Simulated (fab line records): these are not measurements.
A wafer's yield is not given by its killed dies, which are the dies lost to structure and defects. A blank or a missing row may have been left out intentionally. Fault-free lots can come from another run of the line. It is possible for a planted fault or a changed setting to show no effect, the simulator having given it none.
The tool behind it: which one? / flow gf180mcu / 6 lots with 18 wafers sampled at 3 steps, on a route of 602 steps

## WHAT THE GAUGES SHOWED, per wafer
GF_SAB_THK_MEAS_01.
lot=L509; measured=day 16 08:31; on=film-metro-03; SAB_CVD_00_THK (nm)=49.0 54.8 49.6
lot=L517; measured=day 19 10:00; on=film-metro-02; SAB_CVD_00_THK (nm)=49.8 50.1 50.7
lot=L519; measured=day 19 21:47; on=film-metro-01; SAB_CVD_00_THK (nm)=49.9 50.2 50.4
lot=L521; measured=day 20 18:43; on=film-metro-02; SAB_CVD_00_THK (nm)=49.9 49.6 50.2
lot=L523; measured=day 21 06:34; on=film-metro-03; SAB_CVD_00_THK (nm)=48.7 49.0 49.6
lot=L526; measured=day 22 09:25; on=film-metro-01; SAB_CVD_00_THK (nm)=49.0 49.5 49.6

## TOOL THAT RAN EACH LOT (tool first, then ch and the chambers of the sampled wafers, then the start)
lot=L509; GF_PSD_RTA_13=rtp-anneal-01 ch 0, day 16 08:11; GF_SAB_CVD_00=pecvd-04 ch 0,1, day 16 08:28
lot=L517; GF_PSD_RTA_13=rtp-anneal-01 ch 0, day 19 09:40; GF_SAB_CVD_00=pecvd-04 ch 0,2, day 19 09:58
lot=L519; GF_PSD_RTA_13=rtp-anneal-01 ch 0, day 19 21:25; GF_SAB_CVD_00=pecvd-04 ch 0,1, day 19 21:45
lot=L521; GF_PSD_RTA_13=rtp-anneal-01 ch 0, day 20 18:22; GF_SAB_CVD_00=pecvd-02 ch 0,2, day 20 18:41
lot=L523; GF_PSD_RTA_13=rtp-anneal-01 ch 0, day 21 06:13; GF_SAB_CVD_00=pecvd-04 ch 0,1,2, day 21 06:32
lot=L526; GF_PSD_RTA_13=rtp-anneal-01 ch 0, day 22 09:04; GF_SAB_CVD_00=pecvd-04 ch 0,1,2, day 22 09:23
- GF_PSD_RTA_13: time 20 s.
- GF_SAB_CVD_00: deposits SiO2 from TEOS, target thk 50 nm, time 4.9302 s.

## THE ANSWER, worked out from the rows above alone
Rule: the lots themselves supply what counts as usual. The widest of any qualifying gaps counts: lots, ordered by their means at a reading, are off when they make up no more than a third of the lots, leave a main group of 4 or more, and stand apart from it by 3 or more times the standard deviation of that group's means. If all means in a main group match to the digits the tables above print for the reading, that group is not used. A lot without any number at a reading at which 4 lots or more have one is off too. All remaining lots with rows at the step are treated as sound.
No lot is off at any reading shown: from this, nothing can be told.

## WHAT WAS PUT IN BY THE SIMULATOR
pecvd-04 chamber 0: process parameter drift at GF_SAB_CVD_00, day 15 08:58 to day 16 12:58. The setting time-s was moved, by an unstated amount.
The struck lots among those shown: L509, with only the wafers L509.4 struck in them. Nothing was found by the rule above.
